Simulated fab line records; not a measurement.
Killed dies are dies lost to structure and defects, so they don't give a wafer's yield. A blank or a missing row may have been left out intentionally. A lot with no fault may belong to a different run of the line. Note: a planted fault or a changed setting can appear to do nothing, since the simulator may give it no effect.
Struck lot and sound lot, side by side -- flow sky130 -- 26 steps out of a route of 708
Sound: these wafers, L889.3, L889.4, L889.6. Struck: wafers L877.2, L877.5, L877.6. Last of all comes the cause.
Per side, at each step with rows, come the tool, then ch with its chambers, and then its first start. Under that, the readings that differ: sound wafers -- struck wafers -- difference of the means -- sigmas: that difference in standard deviations of wafers without a fault.
alike: readings whose means differ by less than 2 such deviations, and words and numbers that are the same on both sides. not compared: withheld readings, readings that some wafer has no value for, bounds like >300 that may hide the same value, and numbers for which the record gives no deviation and whose values overlap.
The two part at a step that has a row with sigmas, a row that says differs or no value, or rows on one side only. When numbers do not overlap yet have no deviation, they are printed without sigmas and do not part them. A reading that every wafer of one side lacks parts them only if that side has two wafers or more.

SKY_PWDE_TW_MEAS_10:
  sound: film-metro-02 at day 8 00:05; struck: film-metro-04 at day 5 06:43
  alike: PWDE_TW
then, 7 steps without rows for these wafers: SKY_NWELL_DEHYDRATE_03 (time 60 s); SKY_NWELL_HMDS_04 (prime time 60 s); SKY_NWELL_COAT_05 (resist thk 3000 nm); SKY_NWELL_SOFTBAKE_06; SKY_NWELL_EXPOSE_07 (exposes mask NWM, target cd 840 nm); SKY_NWELL_PEB_08; SKY_NWELL_DEVELOP_09 (develop time 60 s).
SKY_NWELL_OVL_MEAS_10:
  sound: overlay-02 at day 8 19:54; struck: overlay-01 at day 6 01:23
  alike: NWELL_00_OVL
then, 3 steps without rows for these wafers: SKY_NWELL_IMPLANT_11; SKY_NWELL_IMPLANT_12; SKY_NWELL_IMPLANT_13.
SKY_NWELL_STRIP_14: strips in O2/N2.
  sound on plasma-asher-04 ch 0,1, day 8 20:25; struck on plasma-asher-02 ch 0,1, day 6 01:52
  no value came back on the struck wafers for chamber-pressure-mTorr (mTorr), drypump-motor-current-A (A), oes-product-au (a.u.), strip-time-to-endpoint-s (s); on the sound wafers chamber-pressure-mTorr (mTorr) reads 1500.1 1499.0 1500.0
reading,sound,struck,difference,sigmas
model.coat_of_NWELL_COAT_05.thk-nm (nm),0 0 0,2985 2981 2978,+2981,
  not compared: rf-hours-counter-h
SKY_NWELL_TW_MEAS_15:
  sound: film-metro-03 at day 8 20:29; struck: film-metro-03 at day 6 01:59
  alike: NWELL_TW
then, 7 steps without rows for these wafers: SKY_NWELL_DEHYDRATE_16 (time 60 s); SKY_NWELL_HMDS_17 (prime time 60 s); SKY_NWELL_COAT_18 (resist thk 3000 nm); SKY_NWELL_SOFTBAKE_19; SKY_NWELL_EXPOSE_20 (exposes mask NWM COMPLEMENT, target cd 840 nm); SKY_NWELL_PEB_21; SKY_NWELL_DEVELOP_22 (develop time 60 s).
SKY_NWELL_OVL_MEAS_23:
  sound: overlay-01 at day 9 17:59; struck: overlay-01 at day 6 20:55
  alike: NWELL_01_OVL
next, for these wafers, 1 step has no rows: SKY_NWELL_IMPLANT_24.
SKY_NWELL_STRIP_25: strips in O2/N2.
  sound on plasma-asher-01 ch 0,1, day 9 18:11; struck on plasma-asher-01 ch 0,1, day 6 21:06
reading,sound,struck,difference,sigmas
oes-product-au (a.u.),0.725 0.726 0.725,0.735 0.734 0.741,+0.011,+2
strip-time-to-endpoint-s (s),37.01 37.08 37.06,81.00 80.96 80.97,+43.93,+99 or more
  alike: chamber-pressure-mTorr, drypump-motor-current-A
  not compared: rf-hours-counter-h
SKY_NWELL_TW_MEAS_26:
  sound: film-metro-03 at day 9 18:17; struck: film-metro-04 at day 6 21:13
reading,sound,struck,difference,sigmas
NWELL_2_TW,490 491 491,30 30 30,-461,-99 or more
then, 1 step without rows for these wafers: SKY_NWELL_CLEAN_27 (cleans in SC1/SC2, time 153.6 s).

## WHERE THEY PART
First at SKY_NWELL_STRIP_14; last, within this record, at SKY_NWELL_TW_MEAS_26.

WHY: what the simulator had put in
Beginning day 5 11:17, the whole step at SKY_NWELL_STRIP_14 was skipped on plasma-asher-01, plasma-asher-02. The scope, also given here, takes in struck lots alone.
